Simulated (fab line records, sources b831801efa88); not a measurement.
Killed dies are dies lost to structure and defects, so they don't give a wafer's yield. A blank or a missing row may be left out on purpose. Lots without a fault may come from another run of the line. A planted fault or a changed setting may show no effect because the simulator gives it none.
fab line records | flow sky130
record lots=6 wafers=18 last_day=49
route steps=708 shown VIA2@511 METAL3@532 CAPM@537 PAD_OPEN@708
lots that met no fault: from a run of the same line without faults
start_h: hours from the record's first day to the start of the lot's first wafer shown | wait_h: hours since the lot's step before | " the same as in the row above | L1.1+2: a row that stands for several wafers | - no value, or no start given | * or withheld: withheld | < > ~ a bound
route shown NAME@n: a module of which the file shows steps, and the number in the route of the first | usual: mean/standard deviation of fault-free wafers | same: alike in all rows | chamber/n: place in a boat | sites: the reading at each site | _std_site: their standard deviation | _edge_site: outer sites' mean less inner sites' | radius_mm: how far each site lies from the wafer's centre | mask NAME#n: copy n | behind: the tool/chamber that last shaped the wafer | hold: why the lot was held/for how many hours/how that ended | device: the transistor (n, p or np) that didn't switch | end of line: the same wafers' tests at the end of the route | a step without rows: its recipe alone | killed: dies lost to structure and defects at the first sort, not the wafer's yield | map: a wafer's dies, x killed, . not, _ none there
set.NAME: the setting as run; set.NAME@STEP: as run at that earlier step | model.NAME: the simulator's own value behind a step, which no gauge read
lots at some steps of the route; a table a step, a row a wafer
services: from which hour (start_h, from the record's first day; less than 0 if before it) a tool's chamber was out of use, for how many hours, and why
## steps
# step SKY_VIA2_DEHYDRATE_04
# recipe temp_c=200 time_s=60
# step SKY_VIA2_HMDS_05
# recipe prime_time_s=60 prime_temp_c=120
# step SKY_VIA2_COAT_06
# recipe resist=BARC temp_c=withheld time_s=withheld spin_rpm=3000 resist_thk_nm=60
# step SKY_VIA2_COAT_07
# recipe resist=KrF-thick spin_rpm=3000 resist_thk_nm=450
# step SKY_VIA2_SOFTBAKE_08
# recipe temp_c=100 time_s=90 resist=KrF-thick
# step SKY_VIA2_EXPOSE_09
# recipe mask_id=VIM2 na=0.8 source_shape=annular sigma_inner=0.55 sigma_outer=0.85 target_cd_nm=200 dose_mj=38
# step SKY_VIA2_PEB_10
# recipe peb_temp_c=withheld peb_time_s=withheld resist=KrF-thick
# step SKY_VIA2_DEVELOP_11
# recipe develop_time_s=60 resist=KrF-thick dev_temp_c=21
# step SKY_VIA2_CD_MEAS_12
# recipe target_cd_nm=200
# usual cd_nm=200.4/1.5
# columns lot.wafer tool chamber start_h wait_h cd_nm
L299.3 cd_sem-02 - 866.84 - 199.2
L299.5 " - " " 200.7
L299.6 " - " " 199.1
L305.2 cd_sem-01 - 900.87 - 200.0
L305.3 " - " " 200.6
L305.6 " - " " 199.8
L312.1 cd_sem-02 - 952.75 - 199.4
L312.4 " - " " 200.5
L312.6 " - " " 200.7
L314.2 cd_sem-02 - 962.77 - 202.9
L314.4 " - " " 202.1
L314.5 " - " " 203.0
L317.4 cd_sem-01 - 975.31 - 200.7
L317.5 " - " " 199.6
L317.6 " - " " 200.3
L318.1 cd_sem-01 - 985.35 - 201.9
L318.5 " - " " 203.1
L318.6 " - " " 203.1
# step SKY_VIA2_OVL_MEAS_13
# usual VIA2_OVL=1/5
# columns lot.wafer tool chamber start_h wait_h VIA2_OVL[nm]
L299.3 overlay-01 - 866.93 0.1 6
L299.5 " - " " -10
L299.6 " - " " -1
L305.2 overlay-02 - 900.97 0.1 -4
L305.3 " - " " -10
L305.6 " - " " -7
L312.1 overlay-02 - 952.87 0.1 -4
L312.4 " - " " -6
L312.6 " - " " -11
L314.2 overlay-01 - 962.88 0.1 -9
L314.4 " - " " -7
L314.5 " - " " -6
L317.4 overlay-01 - 975.39 0.1 0
L317.5 " - " " -4
L317.6 " - " " -1
L318.1 overlay-02 - 985.47 0.1 8
L318.5 " - " " 9
L318.6 " - " " 10
# step SKY_VIA2_ETCH_14
# recipe chemistry=N2/H2 target=BARC ion_energy_ev=200 source_w=500 bias_w=100 pressure_mtorr=30 n2_flow_sccm=100 h2_flow_sccm=200 stop_on=SiO2 time_s=45.9 target_depth_a=600
# usual drypump_motor_current_A=5.4/0.33 h2_flow_sccm=200.0/0.54 oes_product_au=0.854/0.005 throttle_valve_pct=13.226/0.0083
# columns lot.wafer tool chamber start_h wait_h drypump_motor_current_A h2_flow_sccm oes_product_au rf_hours_counter_h throttle_valve_pct
L299.3 rie_diel-03 3 866.96 0.0 5.6 199.9 0.857 17 13.233
L299.5 " 0 " " 5.9 200.3 0.855 - 13.220
L299.6 " 3 " " 5.6 200.4 0.854 - 13.226
L305.2 rie_diel-03 3 901.00 0.0 5.6 199.2 0.851 19 13.227
L305.3 " 1 " " 5.8 200.8 0.845 21 13.222
L305.6 " 3 " " 5.7 199.8 0.860 - 13.218
L312.1 rie_diel-03 3 952.90 0.0 5.6 199.2 0.845 20 13.229
L312.4 " 0 " " 5.9 199.1 0.845 24 13.226
L312.6 " 1 " " 5.8 200.3 0.850 - 13.221
L314.2 rie_diel-04 3 962.91 0.0 5.0 200.8 0.852 23 13.239
L314.4 " 0 " " 5.4 200.4 0.851 4 13.223
L314.5 " 2 " " 5.4 200.0 0.850 - 13.215
L317.4 rie_diel-02 1 975.41 0.0 5.4 200.5 0.861 12 13.214
L317.5 " 2 " " 5.0 200.0 0.864 - 13.223
L317.6 " 3 " " 6.1 200.7 0.855 - 13.225
L318.1 rie_diel-03 0 985.50 0.0 5.9 200.5 0.857 25 13.222
L318.5 " 1 " " 5.7 200.2 0.855 - 13.229
L318.6 " 2 " " 5.3 199.8 0.850 - 13.217
# step SKY_VIA2_ETCH_15
# recipe target=SiO2 chemistry=C4F8/O2/Ar target_depth_nm=546 stop_on=TiN mask_material=KrF-thick source_w=1500 bias_w=1200 pressure_mtorr=40 c4f8_flow_sccm=withheld O2_flow_sccm=6 Ar_flow_sccm=300 time_s=84
# usual oes_product_au=0.940/0.0048
# columns lot.wafer tool chamber start_h wait_h oes_product_au rf_hours_counter_h
L299.3 rie_diel-03 3 867.00 0.0 0.936 17
L299.5 " 0 " " 0.940 -
L299.6 " 3 " " 0.942 -
L305.2 rie_diel-03 3 901.04 0.0 0.949 19
L305.3 " 1 " " 0.947 21
L305.6 " 3 " " 0.945 -
L312.1 rie_diel-03 3 952.94 0.0 0.940 20
L312.4 " 0 " " 0.939 24
L312.6 " 1 " " 0.940 -
L314.2 rie_diel-04 3 962.95 0.0 0.937 23
L314.4 " 0 " " 0.937 4
L314.5 " 2 " " 0.938 -
L317.4 rie_diel-02 1 975.45 0.0 0.942 12
L317.5 " 2 " " 0.935 -
L317.6 " 3 " " 0.941 -
L318.1 rie_diel-03 0 985.54 0.0 0.937 25
L318.5 " 1 " " 0.939 -
L318.6 " 2 " " 0.940 -
# step SKY_VIA2_STRIP_16
# recipe chemistry=O2/N2 power_w=1400 pressure_mtorr=1500 platen_temp_c=withheld o2_flow_sccm=3000 n2_flow_sccm=300 overash_fraction=0.5
# usual drypump_motor_current_A=5.8/0.34 oes_product_au=0.398/0.0048 strip_time_to_endpoint_s=4.044/0.024
# columns lot.wafer tool chamber start_h wait_h drypump_motor_current_A oes_product_au rf_hours_counter_h strip_time_to_endpoint_s
L299.3 plasma_asher-02 0 867.10 0.1 6.4 0.399 - 4.044
L299.5 " 1 " " 5.2 0.395 - 4.069
L299.6 " 0 " " 6.4 0.396 - 4.052
L305.2 plasma_asher-01 1 901.11 0.0 5.7 0.392 79 4.050
L305.3 " 1 " " 5.7 0.401 - 4.033
L305.6 " 1 " " 5.7 0.394 - 4.040
L312.1 plasma_asher-01 1 953.01 0.0 5.7 0.394 84 4.034
L312.4 " 1 " " 5.7 0.406 - 4.046
L312.6 " 1 " " 5.7 0.399 - 4.041
L314.2 plasma_asher-03 1 963.01 0.0 5.7 0.404 110 4.064
L314.4 " 0 " " 6.0 0.395 - 4.019
L314.5 " 0 " " 6.0 0.395 - 4.067
L317.4 plasma_asher-02 0 975.55 0.1 6.3 0.395 - 4.031
L317.5 " 1 " " 5.2 0.399 - 4.064
L317.6 " 0 " " 6.3 0.397 - 4.011
L318.1 plasma_asher-02 1 985.61 0.0 5.2 0.397 56 4.029
L318.5 " 0 " " 6.4 0.391 - 4.040
L318.6 " 1 " " 5.2 0.402 - 4.014
# step SKY_VIA2_STRIP_17
# recipe chemistry=post_etch_residue_remover time_s=1200 temp_c=72.5
# step SKY_VIA2_CLEAN_18
# recipe chemistry=IPA time_s=180 temp_c=25
# step SKY_VIA2_CLEAN_19
# recipe chemistry=O3/DIW dry=n2_spin
# step SKY_VIA2_SPUTTER_20
# recipe material=TiN target_thk_nm=20 chamber_pressure_pa=5 power_w=4000 time_s=80
# step SKY_VIA2_CVD_21
# recipe material=W target_thk_nm=420 time_s=126.4 temp_c=400 pressure_torr=40
# step SKY_VIA2_RS_MEAS_22
# recipe thk_meas_gauge=four-point-probe reads=W_of_VIA2_CVD_21+TiN_of_VIA2_SPUTTER_20
# usual VIA2_W_RS=0.273/0.0037
# columns lot.wafer tool chamber start_h wait_h VIA2_W_RS[ohm/sq]
L299.3 film_metro-03 - 867.93 0.1 0.281
L299.5 " - " " 0.274
L299.6 " - " " 0.279
L305.2 film_metro-04 - 901.94 0.1 0.274
L305.3 " - " " 0.276
L305.6 " - " " 0.271
L312.1 film_metro-04 - 953.85 0.1 0.274
L312.4 " - " " 0.272
L312.6 " - " " 0.270
L314.2 film_metro-03 - 963.83 0.1 0.273
L314.4 " - " " 0.275
L314.5 " - " " 0.276
L317.4 film_metro-04 - 976.36 0.1 0.271
L317.5 " - " " 0.266
L317.6 " - " " 0.270
L318.1 film_metro-04 - 986.39 0.1 0.274
L318.5 " - " " 0.269
L318.6 " - " " 0.275
# step SKY_VIA2_THK_MEAS_23
# recipe thk_meas_gauge=xrf reads=W_of_VIA2_CVD_21
# usual VIA2_W_THK=418/7.4
# columns lot.wafer tool chamber start_h wait_h VIA2_W_THK[nm]
L299.3 film_metro-03 - 868.03 0.1 407
L299.5 " - " " 415
L299.6 " - " " 408
L305.2 film_metro-04 - 902.05 0.1 420
L305.3 " - " " 416
L305.6 " - " " 421
L312.1 film_metro-04 - 953.97 0.1 415
L312.4 " - " " 426
L312.6 " - " " 423
L314.2 film_metro-03 - 963.94 0.1 416
L314.4 " - " " 414
L314.5 " - " " 413
L317.4 film_metro-04 - 976.45 0.1 427
L317.5 " - " " 436
L317.6 " - " " 427
L318.1 film_metro-04 - 986.51 0.1 415
L318.5 " - " " 424
L318.6 " - " " 414
# step SKY_VIA2_CMP_24
# recipe stop_on=SiO2 t_overpolish_s=20 down_force_psi=3.5 platen_rpm=60 target_thk_nm=0 pad_velocity_m_s=0.94248
# step SKY_METAL3_SPUTTER_00
# recipe material=Ti target_thk_nm=15 power_w=3000 time_s=10 chamber_pressure_pa=0.4
# step SKY_METAL3_SPUTTER_01
# recipe material=TiN target_thk_nm=20 power_w=6500 time_s=16.7 chamber_pressure_pa=0.4
# step SKY_METAL3_SPUTTER_02
# recipe material=AlCu target_thk_nm=735 power_w=10600 time_s=39.1 chamber_pressure_pa=0.4
# step SKY_METAL3_SPUTTER_03
# recipe material=Ti target_thk_nm=5 power_w=3000 time_s=3.3 chamber_pressure_pa=0.4
# usual throttle_valve_pct=30.4/1.3
# columns lot.wafer tool chamber start_h wait_h throttle_valve_pct
L299.3 pvd_sputter-03 - 868.45 0.0 31.4
L299.5 " - " " 33.0
L299.6 " - " " 29.5
L305.2 pvd_sputter-04 - 902.49 0.0 28.2
L305.3 " - " " 31.8
L305.6 " - " " 29.8
L312.1 pvd_sputter-02 - 954.42 0.0 31.1
L312.4 " - " " 31.7
L312.6 " - " " 32.2
L314.2 pvd_sputter-02 - 964.37 0.0 29.0
L314.4 " - " " 31.9
L314.5 " - " " 29.3
L317.4 pvd_sputter-02 - 976.94 0.0 31.4
L317.5 " - " " 29.1
L317.6 " - " " 30.3
L318.1 pvd_sputter-02 - 986.97 0.0 31.9
L318.5 " - " " 29.1
L318.6 " - " " 31.9
# step SKY_METAL3_SPUTTER_04
# recipe material=TiN target_thk_nm=70 power_w=6500 time_s=58.3 chamber_pressure_pa=0.4
# usual throttle_valve_pct=30.4/1.3
# columns lot.wafer tool chamber start_h wait_h throttle_valve_pct
L299.3 pvd_sputter-03 - 868.47 0.0 31.3
L299.5 " - " " 32.7
L299.6 " - " " 29.8
L305.2 pvd_sputter-04 - 902.50 0.0 28.3
L305.3 " - " " 32.1
L305.6 " - " " 29.7
L312.1 pvd_sputter-02 - 954.43 0.0 31.2
L312.4 " - " " 31.6
L312.6 " - " " 32.2
L314.2 pvd_sputter-02 - 964.39 0.0 29.0
L314.4 " - " " 31.8
L314.5 " - " " 29.2
L317.4 pvd_sputter-02 - 976.98 0.0 31.4
L317.5 " - " " 28.9
L317.6 " - " " 30.3
L318.1 pvd_sputter-02 - 986.99 0.0 31.7
L318.5 " - " " 28.9
L318.6 " - " " 32.1
# step SKY_CAPM_CVD_00
# recipe material=SiO2 target_thk_nm=15.5 temp_c=400 time_s=withheld rf_w=450
# usual heater_power_w=678/110
# columns lot.wafer tool chamber start_h wait_h heater_power_w
L299.3 pecvd-01 1 868.52 0.0 642
L299.5 " 2 " " 764
L299.6 " 0 " " 600
L305.2 pecvd-04 1 902.55 0.0 602
L305.3 " 2 " " 905
L305.6 " 2 " " 880
L312.1 pecvd-03 1 954.48 0.0 546
L312.4 " 0 " " 652
L312.6 " 1 " " 541
L314.2 pecvd-03 0 964.44 0.0 622
L314.4 " 0 " " 633
L314.5 " 2 " " 572
L317.4 pecvd-03 1 977.02 0.0 596
L317.5 " 2 " " 595
L317.6 " 0 " " 560
L318.1 pecvd-01 0 987.04 0.0 565
L318.5 " 1 " " 729
L318.6 " 0 " " 557
# step SKY_CAPM_THK_MEAS_01
# recipe reads=SiO2_of_CAPM_CVD_00
# usual CAPM_CVD_00_THK=15.36/0.22
# columns lot.wafer tool chamber start_h wait_h CAPM_CVD_00_THK[nm]
L299.3 film_metro-04 - 868.56 - 15.17
L299.5 " - " " 15.66
L299.6 " - " " 15.46
L305.2 film_metro-03 - 902.58 - 15.39
L305.3 " - " " 15.36
L305.6 " - " " 15.80
L312.1 film_metro-03 - 954.52 - 14.99
L312.4 " - " " 15.18
L312.6 " - " " 15.24
L314.2 film_metro-03 - 964.47 - 15.14
L314.4 " - " " 15.20
L314.5 " - " " 15.41
L317.4 film_metro-03 - 977.06 - 15.45
L317.5 " - " " 15.29
L317.6 " - " " 15.50
L318.1 film_metro-04 - 987.07 - 14.97
L318.5 " - " " 15.16
L318.6 " - " " 15.34
# step SKY_CAPM_SPUTTER_02
# recipe material=TiN target_thk_nm=200 temp_c=300 power_w=6500 time_s=166.7 chamber_pressure_pa=0.4
# step SKY_CAPM_RS_MEAS_03
# recipe thk_meas_gauge=four-point-probe reads=TiN_of_CAPM_SPUTTER_02
# usual CAPM_TIN_RS=6.94/0.062
# columns lot.wafer tool chamber start_h wait_h CAPM_TIN_RS[ohm/sq]
L299.3 film_metro-04 - 868.75 0.1 7.03
L299.5 " - " " 6.98
L299.6 " - " " 7.04
L305.2 film_metro-03 - 902.76 0.1 6.96
L305.3 " - " " 6.94
L305.6 " - " " 6.89
L312.1 film_metro-01 - 954.68 0.1 6.94
L312.4 " - " " 6.95
L312.6 " - " " 6.97
L314.2 film_metro-01 - 964.65 0.1 7.04
L314.4 " - " " 6.94
L314.5 " - " " 6.92
L317.4 film_metro-04 - 977.26 0.1 6.89
L317.5 " - " " 6.88
L317.6 " - " " 6.89
L318.1 film_metro-04 - 987.23 0.1 6.92
L318.5 " - " " 6.91
L318.6 " - " " 6.93
# step SKY_CAPM_THK_MEAS_04
# recipe thk_meas_gauge=xrf reads=TiN_of_CAPM_SPUTTER_02
# usual CAPM_TIN_THK=201.3/2.1
# columns lot.wafer tool chamber start_h wait_h CAPM_TIN_THK[nm]
L299.3 film_metro-04 - 868.85 0.1 197.9
L299.5 " - " " 199.4
L299.6 " - " " 196.5
L305.2 film_metro-03 - 902.87 0.1 201.1
L305.3 " - " " 201.0
L305.6 " - " " 203.1
L312.1 film_metro-01 - 954.80 0.1 200.1
L312.4 " - " " 200.2
L312.6 " - " " 200.4
L314.2 film_metro-01 - 964.76 0.1 199.5
L314.4 " - " " 201.0
L314.5 " - " " 201.0
L317.4 film_metro-04 - 977.35 0.1 203.1
L317.5 " - " " 203.0
L317.6 " - " " 203.8
L318.1 film_metro-04 - 987.35 0.1 202.1
L318.5 " - " " 202.5
L318.6 " - " " 201.7
# step SKY_CAPM_DEHYDRATE_05
# recipe temp_c=200 time_s=60
# step SKY_CAPM_HMDS_06
# recipe prime_time_s=60 prime_temp_c=120
# step SKY_CAPM_COAT_07
# recipe resist=NOVOLAK spin_rpm=3000 resist_thk_nm=1140
# step SKY_CAPM_SOFTBAKE_08
# recipe temp_c=90 time_s=60 resist=NOVOLAK
# step SKY_CAPM_EXPOSE_09
# recipe mask_id=CAPM na=0.6 source_shape=conventional sigma_outer=0.6 polarization=unpolarized target_cd_nm=1000 dose_mj=159
# step SKY_CAPM_PEB_10
# recipe temp_c=withheld time_s=* resist=NOVOLAK
# step SKY_CAPM_DEVELOP_11
# recipe resist=NOVOLAK developer=TMAH develop_time_s=60 dev_temp_c=23
# step SKY_CAPM_OVL_MEAS_12
# usual CAPM_OVL=0.2/1.3
# columns lot.wafer tool chamber start_h wait_h CAPM_OVL[nm]
L299.3 overlay-01 - 894.76 0.1 0.5
L299.5 " - " " 0.0
L299.6 " - " " -0.7
L305.2 overlay-02 - 927.12 0.1 2.1
L305.3 " - " " 1.8
L305.6 " - " " 1.0
L312.1 overlay-01 - 977.97 0.1 -2.1
L312.4 " - " " -2.3
L312.6 " - " " 0.8
L314.2 overlay-02 - 988.29 0.1 -0.2
L314.4 " - " " -1.9
L314.5 " - " " 0.9
L317.4 overlay-02 - 1000.58 0.1 -2.0
L317.5 " - " " -0.9
L317.6 " - " " -0.3
L318.1 overlay-02 - 1009.85 0.1 2.4
L318.5 " - " " -0.4
L318.6 " - " " 1.6
# step SKY_CAPM_METAL_ETCH_13
# recipe target_depth_nm=220 stop_on=SiO2 chemistry=Cl2/BCl3 target=TiN pressure_mtorr=10 icp_w=900 bias_w=48.5 Cl2_flow_sccm=60 bcl3_flow_sccm=30 time_s=62.9
# step SKY_CAPM_STRIP_14
# recipe chemistry=O2/N2 power_w=1400 pressure_mtorr=1500 platen_temp_c=withheld o2_flow_sccm=3000 n2_flow_sccm=300 overash_fraction=0.5
# step SKY_CAPM_STRIP_15
# recipe chemistry=post_etch_residue_remover time_s=1200 temp_c=72.5
# step SKY_PAD_OPEN_PROBE_99
# usual defect_limited_yield=82.5/2 killed_at_M0_to_M3=43/7.1 killed_at_M4_up=3.3/2 killed_at_contacts=24/5.1 killed_at_front_end=15/4.6 killed_at_other=0.3/0.6 killed_dies=86/9.6 killed_open=46/7.3 killed_short=39/6.7 sort_bin_3_pad_short=0.9/0.44 sort_bin_5_function=10.4/1.5 sort_bin_6_memory=6.2/1.1 sort_n_pass=406/9.6 sort_yield_pct=82.5/2
# same gross_dies=492 killed_at_back_side=0 sort_bin_4_leakage[%]=0 sort_bin_8_speed[%]=0
# columns lot.wafer tool chamber start_h wait_h defect_limited_yield[%] killed_at_M0_to_M3 killed_at_M4_up killed_at_contacts killed_at_front_end killed_at_other killed_dies killed_open killed_short sort_bin_3_pad_short[%] sort_bin_5_function[%] sort_bin_6_memory[%] sort_n_pass sort_yield_pct[%] model.etest.tester.sort_n_pass model.etest.tester.sort_yield_pct model.etest.tester.sort_bin_5_pct model.etest.tester.sort_bin_3_pct
L299.3 prober-01 - 1094.28 0.2 80.9 41 1 31 20 1 94 58 35 1.4 10.8 6.9 398 80.9 398 80.89 10.77 1.423
L299.5 prober-01 - 1094.38 0.2 83.1 49 3 24 7 0 83 41 42 0.6 10.6 5.7 409 83.1 409 83.13 10.57 0.6098
L299.6 prober-01 - 1094.43 0.2 81.7 41 4 28 17 0 90 53 37 0.4 11.2 6.7 402 81.7 402 81.71 11.18 0.4065
L305.2 prober-01 - 1119.72 0.1 85.0 37 0 21 16 0 74 42 32 1.0 7.5 6.5 418 85.0 418 84.96 7.52 1.016
L305.3 prober-01 - 1119.77 0.2 83.5 40 1 25 15 0 81 42 38 1.0 10.0 5.5 411 83.5 411 83.54 9.959 1.016
L305.6 prober-01 - 1119.92 0.2 83.9 41 4 24 10 0 79 34 44 1.2 10.6 4.3 413 83.9 413 83.94 10.57 1.22
L312.1 prober-02 - 1160.43 0.1 83.7 47 2 17 14 0 80 42 38 0.6 10.2 5.5 412 83.7 412 83.74 10.16 0.6098
L312.4 prober-02 - 1160.58 0.2 82.5 49 2 19 16 0 86 46 40 0.8 10.2 6.5 406 82.5 406 82.52 10.16 0.813
L312.6 prober-02 - 1160.68 0.2 85.6 39 1 24 7 0 71 35 36 0.8 9.1 4.5 421 85.6 421 85.57 9.146 0.813
L314.4 prober-02 - 1167.48 0.2 81.3 49 3 26 13 1 92 55 37 0.4 12.2 6.1 400 81.3 400 81.3 12.2 0.4065
L314.5 prober-02 - 1167.53 0.2 80.5 47 7 26 16 0 96 51 45 0.8 13.4 5.3 396 80.5 396 80.49 13.41 0.813
L317.4 prober-01 - 1177.98 0.2 74.8 85 1 18 20 0 124 45 26 2.4 15.0 7.7 368 74.8 368 74.8 15.04 2.439
L317.5 prober-01 - 1178.03 0.2 80.3 41 4 22 30 0 97 49 48 0.8 12.6 6.3 395 80.3 395 80.28 12.6 0.813
L317.6 prober-01 - 1178.08 0.2 74.4 91 3 19 13 0 126 42 27 3.0 16.3 6.3 366 74.4 366 74.39 16.26 3.049
L318.1 prober-02 - 1182.88 0.1 81.3 52 3 26 11 0 92 39 52 1.0 11.4 6.3 400 81.3 400 81.3 11.38 1.016
L318.5 prober-02 - 1183.08 0.2 75.6 82 3 22 12 1 120 34 32 3.9 15.4 5.1 372 75.6 372 75.61 15.45 3.862
L318.6 prober-02 - 1183.13 0.2 81.9 54 0 18 16 1 89 40 47 1.4 10.6 6.1 403 81.9 403 81.91 10.57 1.423
# killed by level:class
L299.3 CONTACT:geometric_particle:open=15 VIA1:geometric_particle:open=13 LI_CONTACT:geometric_particle:open=7 FIELD_ISO:geometric_particle:open=6 POLY_GATE:geometric_particle:open=5 VIA2:geometric_particle:short=5 POLY_GATE:geometric_particle:short=4 LOCAL_INTERCONNECT:geometric_particle:short=4
L299.5 VIA1:geometric_particle:open=9 VIA2:geometric_particle:open=8 LI_CONTACT:geometric_particle:open=7 LOCAL_INTERCONNECT:geometric_particle:short=6 VIA3:geometric_particle:open=6 VIA2:geometric_particle:short=6 CONTACT:geometric_particle:open=5 CONTACT:geometric_particle:short=5
L299.6 VIA2:geometric_particle:open=12 LI_CONTACT:geometric_particle:open=10 CONTACT:geometric_particle:open=7 POLY_GATE:geometric_particle:open=6 METAL1:geometric_particle:short=6 CONTACT:geometric_particle:short=5 METAL2:geometric_particle:short=5 POLY_GATE:geometric_particle:short=4
L305.2 VIA1:geometric_particle:open=11 VIA3:geometric_particle:open=7 CONTACT:geometric_particle:open=6 LOCAL_INTERCONNECT:geometric_particle:short=5 CONTACT:geometric_particle:short=5 FIELD_ISO:geometric_particle:short=4 POLY_GATE:geometric_particle:open=4 VIA1:geometric_particle:short=4
L305.3 VIA1:geometric_particle:open=14 CONTACT:geometric_particle:open=10 METAL2:geometric_particle:short=7 VIA3:geometric_particle:open=6 FIELD_ISO:geometric_particle:short=5 POLY_GATE:geometric_particle:short=5 LI_CONTACT:geometric_particle:open=5 VIA1:geometric_particle:short=5
L305.6 METAL2:geometric_particle:short=9 VIA1:geometric_particle:open=8 CONTACT:geometric_particle:open=8 VIA3:geometric_particle:open=7 METAL1:geometric_particle:short=6 CONTACT:geometric_particle:short=6 POLY_GATE:geometric_particle:short=4 LI_CONTACT:geometric_particle:open=4
L312.1 VIA1:geometric_particle:open=12 METAL2:geometric_particle:short=8 CONTACT:geometric_particle:open=6 VIA2:geometric_particle:open=5 VIA3:geometric_particle:open=5 LI_CONTACT:geometric_particle:open=4 METAL1:geometric_particle:short=4 VIA1:geometric_particle:short=4
L312.4 VIA2:geometric_particle:open=10 VIA1:geometric_particle:open=9 LI_CONTACT:geometric_particle:open=8 LOCAL_INTERCONNECT:geometric_particle:short=6 METAL1:geometric_particle:short=6 METAL3:geometric_particle:short=6 POLY_CUT:geometric_particle:open=5 VIA3:geometric_particle:short=5
L312.6 METAL2:geometric_particle:short=10 CONTACT:geometric_particle:open=9 LOCAL_INTERCONNECT:geometric_particle:short=7 VIA1:geometric_particle:open=6 VIA3:geometric_particle:open=5 VIA2:geometric_particle:open=5 CONTACT:geometric_particle:short=4 METAL1:geometric_particle:short=4
L314.4 LI_CONTACT:geometric_particle:open=12 VIA2:geometric_particle:open=11 CONTACT:geometric_particle:open=9 VIA1:geometric_particle:open=8 VIA1:geometric_particle:short=8 METAL2:geometric_particle:short=7 POLY_GATE:geometric_particle:open=5 LI_CONTACT:geometric_particle:short=4
L314.5 VIA1:geometric_particle:open=11 VIA2:geometric_particle:open=10 CONTACT:geometric_particle:open=9 LI_CONTACT:geometric_particle:open=8 METAL4:geometric_particle:short=7 VIA1:geometric_particle:short=6 METAL2:geometric_particle:short=5 CONTACT:geometric_particle:short=5
L317.4 VIA2:unspecified=53 CONTACT:geometric_particle:open=12 VIA2:geometric_particle:open=9 METAL1:geometric_particle:short=7 POLY_GATE:geometric_particle:open=6 POLY_GATE:geometric_particle:short=5 LI_CONTACT:geometric_particle:open=4 VIA1:geometric_particle:open=4
L317.5 FIELD_ISO:geometric_particle:short=10 VIA2:geometric_particle:open=8 VIA1:geometric_particle:open=8 FIELD_ISO:geometric_particle:open=7 LI_CONTACT:geometric_particle:open=7 CONTACT:geometric_particle:short=6 POLY_GATE:geometric_particle:short=5 METAL2:geometric_particle:short=5
L317.6 VIA2:unspecified=57 VIA1:geometric_particle:open=9 VIA2:geometric_particle:open=8 CONTACT:geometric_particle:short=5 VIA3:geometric_particle:open=5 FIELD_ISO:geometric_particle:open=4 LI_CONTACT:geometric_particle:open=4 LOCAL_INTERCONNECT:geometric_particle:short=4
L318.1 VIA1:geometric_particle:short=14 METAL1:geometric_particle:short=10 CONTACT:geometric_particle:open=10 VIA1:geometric_particle:open=8 LOCAL_INTERCONNECT:geometric_particle:short=7 POLY_GATE:geometric_particle:short=6 VIA3:geometric_particle:open=5 METAL2:geometric_particle:short=5
L318.5 VIA2:unspecified=53 VIA1:geometric_particle:open=8 METAL1:geometric_particle:short=7 CONTACT:geometric_particle:open=6 LI_CONTACT:geometric_particle:open=6 CONTACT:geometric_particle:short=4 VIA2:geometric_particle:short=4 SPACER:geometric_particle:open=3
L318.6 METAL1:geometric_particle:short=13 VIA1:geometric_particle:open=9 CONTACT:geometric_particle:open=6 VIA1:geometric_particle:short=6 VIA3:geometric_particle:open=6 LI_CONTACT:geometric_particle:open=5 FIELD_ISO:geometric_particle:short=4 VIA2:geometric_particle:open=4
# map L317.6 (x killed, . not)
__________....x...xx_________
________....x........._______
______.x.......x........_____
_____..............xx..x.____
____....x.................___
___....x...x............x..__
__..x..xxx.......x.....x...._
_.x.....xx....x........xx..xx
_...x.....x......x..xxxxxx.x.
_.x...............xxxxxxxxxxx
_.............xx....xxxxxxxxx
_.........x...x.....xxxxxxxxx
_...................xxxxxxxxx
_....x........x....x.xxxxxx.x
_.................x.xx.xxxxx.
__..................x....x.._
___......xx................__
____.x..xx..x..x.xx...xx..___
_____xx........x.x.......____
______..x.....x.x...x..x_____
________...xx.x..x...._______
__________.....x.x.._________
# map L318.5 (x killed, . not)
__________.x.x......_________
________.xx.....x...x._______
______x..............x.._____
_____x..x......x........x____
____.xx...x..x.........x..___
___x..............x....x..x__
__.........x.............x.._
_..x.................x.x.....
_..x.x.......x......xx..xxx..
_..........x.....x..xxxxxxxx.
_..xx........xx....x.xxxxxxx.
_xx....x.......x...xxxxxxxxxx
_......x.......xx....xxxxxxxx
_...................xxxxxx.x.
_x.......x..x....x..x.xxxxx..
__x.x...................xxx._
___.................x......__
____....x.x.x.x.........xx___
_____...xxx........x..x..____
______................x._____
________.x...........x_______
__________....x...x._________
## services
# columns tool chamber start_h hours kind
rie_diel-02 3 853.96 3.7 repair
pecvd-01 0 876.66 22.8 repair
rie_diel-02 - 877.33 1.0 repair
pvd_sputter-03 - 882.81 15.7 repair
rie_diel-03 0 883.27 5.4 repair
plasma_asher-02 - 883.86 8.6 repair
plasma_asher-02 - 884.26 3.9 repair
pvd_sputter-03 - 884.85 2.9 repair
pecvd-03 2 889.57 29.1 repair
rie_diel-02 2 895.90 59.0 repair
pecvd-01 2 900.01 4.2 repair
plasma_asher-01 - 924.18 2.8 pm
rie_diel-04 3 926.03 2.5 repair
rie_diel-02 1 937.71 7.3 repair
rie_diel-04 1 942.69 9.0 repair
rie_diel-04 0 943.96 3.2 repair
rie_diel-04 0 947.57 4.6 repair
rie_diel-03 2 948.06 3.2 repair
pvd_sputter-03 - 958.76 12.5 repair
rie_diel-02 - 963.34 2.8 pm
rie_diel-04 - 963.83 0.5 repair
rie_diel-04 1 971.85 3.9 repair
rie_diel-04 2 973.46 4.2 repair
pecvd-03 - 982.82 2.8 pm
## key
first_sign step=SKY_PAD_OPEN_PROBE_99 reading=killed_at_M0_to_M3 direction=up sigmas=6.1 usual=43 struck=86
effect step=SKY_PAD_OPEN_PROBE_99 reading=sort_bin_3_pad_short direction=up sigmas=5 usual=0.9 struck=3.1
model_effect step=SKY_PAD_OPEN_PROBE_99 value=etest.tester.sort_n_pass without=416.7 struck=368.7
met_at SKY_VIA2_STRIP_16
struck_wafers L317.4,L317.6,L318.5
onset_between 867.10 975.55
fault kind=chamber_particle_source tool=plasma_asher-02 chamber=0 onset_h=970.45 steps=SKY_VIA2_STRIP_16 rate_per_visit_cm2=0.94257 end_h=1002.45
